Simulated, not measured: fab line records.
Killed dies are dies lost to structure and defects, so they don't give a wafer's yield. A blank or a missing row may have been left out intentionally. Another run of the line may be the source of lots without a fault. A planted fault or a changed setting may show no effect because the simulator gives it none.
Chamber matching :: flow gf180mcu :: cmp-02 running GF_CONTACT_CMP_27: 4 sister chambers
The step polishes, stops on SiO2, t overpolish 15 s, target thk 0 nm. 8 wafers are shown with their chamber, then 7 later ones without.

## WAFERS WITH THEIR CHAMBER
wafer: L446.6
chamber: 0
motor-current-A (A): 11.4
overpolish-run-s (s): 15.011

wafer: L451.2
chamber: 3
motor-current-A (A): 10.9
overpolish-run-s (s): 15.016

wafer: L451.4
chamber: 0
motor-current-A (A): 12.0
overpolish-run-s (s): 14.996

wafer: L453.2
chamber: 2
motor-current-A (A): 10.8
overpolish-run-s (s): 14.998

wafer: L453.4
chamber: 1
motor-current-A (A): 11.6
overpolish-run-s (s): 15.005

wafer: L453.5
chamber: 2
motor-current-A (A): 10.5
overpolish-run-s (s): 15.004

wafer: L455.2
chamber: 1
motor-current-A (A): 11.2
overpolish-run-s (s): 14.999

wafer: L455.3
chamber: 3
motor-current-A (A): 11.1
overpolish-run-s (s): 15.005

## WAFERS WITHOUT THEIR CHAMBER
wafer: L455.5
motor-current-A (A): 10.5
overpolish-run-s (s): 15.010

wafer: L458.1
motor-current-A (A): 10.1
overpolish-run-s (s): 15.020

wafer: L458.2
motor-current-A (A): 11.3
overpolish-run-s (s): 15.010

wafer: L458.6
motor-current-A (A): 10.7
overpolish-run-s (s): 15.007

wafer: L459.2
motor-current-A (A): 12.3
overpolish-run-s (s): 14.997

wafer: L459.3
motor-current-A (A): 11.4
overpolish-run-s (s): 14.997

wafer: L459.5
motor-current-A (A): 10.6
overpolish-run-s (s): 15.023

## CHAMBER TAKEN BY EACH
wafer: L455.5
from the rows above: can't be placed: 2 or 3 or 1
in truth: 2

wafer: L458.1
from the rows above: can't be placed: 2 or 3 or 1
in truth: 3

wafer: L458.2
from the rows above: can't be placed: 3 or 1 or 0 or 2
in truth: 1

wafer: L458.6
from the rows above: can't be placed: 2 or 3 or 1
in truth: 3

wafer: L459.2
from the rows above: can't be placed: 0 or 1
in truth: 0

wafer: L459.3
from the rows above: can't be placed: 1 or 0 or 3 or 2
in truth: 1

wafer: L459.5
from the rows above: can't be placed: 3 or 2 or 1
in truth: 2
Placed correctly: 0 of 7. Cannot be placed on the basis of these rows: 7; the candidates contain the true chamber in 7. Placed wrongly: 0.
How it was worked out, from the rows above alone: a wafer's distance from a chamber is the root of the sum, over the readings, of the square of ((its reading less the chamber's mean) divided by the reading's scatter). The wafer belongs to the nearest chamber; if the next one is less than 2 further off, it can't be placed. The mean given for a chamber averages the wafers shown for that chamber. The scatter is the square root of a quotient: the sum, over the shown wafers, of each reading's squared deviation from its chamber's mean, divided by wafers minus chambers.
